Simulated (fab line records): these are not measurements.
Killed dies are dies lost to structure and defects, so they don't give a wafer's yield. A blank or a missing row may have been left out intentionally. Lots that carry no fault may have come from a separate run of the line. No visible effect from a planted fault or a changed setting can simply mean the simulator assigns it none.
Matching of chambers    flow gf180mcu    GF_CONTACT_CVD_02 on pecvd-04 has 3 sister chambers
The step deposits SiO2 from TEOS, target thk 860 nm, time 95.992 s. 16 wafers are shown with their chamber, then 8 later ones without.

WAFERS PAIRED WITH THEIR CHAMBERS
wafer   chamber  heater power w (W)
L823.1  2        462
L823.5  1        713
L823.6  2        522
L837.3  1        593
L837.5  2        520
L837.6  0        618
L838.2  0        793
L838.4  1        702
L838.5  0        628
L841.2  2        448
L841.3  1        677
L841.6  1        708
L842.3  2        567
L842.4  2        593
L842.5  0        783
L843.3  1        602

SIGNATURES, as means of the wafers listed above
reading         chamber 0  chamber 1  chamber 2  scatter within a chamber
heater power w  705.50     665.83     518.67     66.9
Rule: for a wafer and a chamber, the distance is found by dividing, reading by reading, the gap between the wafer's reading and the chamber's mean by the reading's scatter, squaring, summing and taking the root. If the next closest chamber is less than 2 further off than the closest, the wafer can't be placed; otherwise it belongs to the closest. How the scatter is found: for the shown wafers, subtract from each reading the mean of its chamber, square and add these, divide the total by (wafers less chambers), then take the root.

WAFERS WITH NO CHAMBER GIVEN
wafer   heater power w (W)
L843.5  649
L843.6  626
L845.2  692
L845.3  722
L845.6  457
L846.3  518
L846.4  788
L846.6  550

WHICH CHAMBER EACH WENT THROUGH
wafer   from the rows above           in truth
L843.5  can't be placed: 1 or 0 or 2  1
L843.6  can't be placed: 1 or 0 or 2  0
L845.2  can't be placed: 0 or 1       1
L845.3  can't be placed: 0 or 1       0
L845.6  2                             2
L846.3  2                             2
L846.4  can't be placed: 0 or 1       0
L846.6  can't be placed: 2 or 1 or 0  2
Correctly placed: 2 of 8. Cannot be placed on the basis of these rows: 6; the candidates contain the true chamber in 6. Placed wrongly: 0.
